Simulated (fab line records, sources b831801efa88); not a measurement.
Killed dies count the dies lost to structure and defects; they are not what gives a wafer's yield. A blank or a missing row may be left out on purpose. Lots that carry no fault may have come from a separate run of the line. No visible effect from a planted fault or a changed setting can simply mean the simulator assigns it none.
Problem report, 8D (eight disciplines) form, completed by code + flow sky130 + the parts of the form that need people (team, actions taken, sign-off) are left out

## 1. WHAT WENT WRONG
FIELD_ISO_OXIDATION_01_THK at SKY_FIELD_ISO_THK_MEAS_23 reads a mean of 4.27 nm on 9 wafers of 3 lots; wafers without a fault read 10.06 nm with a standard deviation of 0.19. That puts it -30 standard deviations away from the usual mean.
Seen first at day 4 10:26 on film metro-02, wafer L402.2. The record has a number at this step for 45 wafers belonging to 15 lots. Rule for "out" (also "out of limits"): further than 4 standard deviations from the usual mean. Any other wafer with a number is counted as sound.

## 2. WHAT IT IS, AND WHAT IT ISN'T
| question                    | is                           | is not                                                                                 |
|-----------------------------|------------------------------|----------------------------------------------------------------------------------------|
| which readings at this step | FIELD_ISO_OXIDATION_01_THK   | -                                                                                      |
| which lots                  | L402, L404, L405             | L392, L393, L394, L395, L397, L398, L399, L401, L403, L410, L411, L412                 |
| which wafers of those lots  | all that have a number       | -                                                                                      |
| read on which gauges        | film metro-02, film metro-04 | film metro-03                                                                          |
| when                        | from day 4 10:26             | up to then (24 sound wafers); but 12 sound wafers of L403, L410, L411, L412 came after |

## 3. WHAT RULES OUT EACH SUSPECT
Counting: a tool at a process step up to the reading stays a suspect if it ran every lot that is out and no sound lot after the first of them.
- the gauge at SKY_FIELD_ISO_THK_MEAS_23 is ruled out. The wafers that are out were read on 2 gauges (film metro-02, film metro-04).
- furnace-01 at SKY_FIELD_ISO_OXIDATION_22 (stabilise 600 s, purge 300 s, target thk 10 nm): kept. All lots that are out passed through it, beginning with L402 at day 4 09:14, and no sound lot followed; its final sound lot before that point was L399 at day 3 20:34.
Remaining after the count: furnace-01 at SKY_FIELD_ISO_OXIDATION_22.

## 4. THE CAUSE (what the simulator had put in)
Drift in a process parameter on furnace-01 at SKY_FIELD_ISO_OXIDATION_22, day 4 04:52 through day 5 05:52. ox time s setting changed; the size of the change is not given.
After counting, this tool was the only one left.

## 5. SEQUENCE OF EFFECTS, ordered by route
One row per reading whose mean, taken over the struck wafers that have a number, lies over 3 standard deviations from the usual. Only readings whose record carries a usual standard deviation are examined. hours: median over the lots of the time between each lot's start at the first step of this table that gives one and its start at this step. sigmas: the change, counted in usual standard deviations.
| hours | step                      | reading                    | usual    | on struck wafers | change | sigmas |
|-------|---------------------------|----------------------------|----------|------------------|--------|--------|
| 0     | SKY_FIELD_ISO_THK_MEAS_23 | FIELD_ISO_OXIDATION_01_THK | 10.06 nm | 4.27             | -5.79  | -30    |
Later measuring or inspecting steps at which every struck wafer that the step has a row for has a number for every such reading, and none has moved that far: SKY_NWELL_THK_MEAS_02.

## 6. WHAT WOULD HAVE CAUGHT IT SOONER
In this record the first reading out of limits at a measuring or inspecting step was taken at day 4 10:26, 6 hours after the fault began at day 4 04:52.
Tool readings at SKY_FIELD_ISO_OXIDATION_22 with a usual standard deviation given in the record: none out on any struck wafer, hence no alarm at a limit of 4 standard deviations on them.
Among the 3 lots that are out, L404, L405 began SKY_FIELD_ISO_OXIDATION_22 on furnace-01 after day 4 10:26. A hold on the tool at that time would have spared those 2.
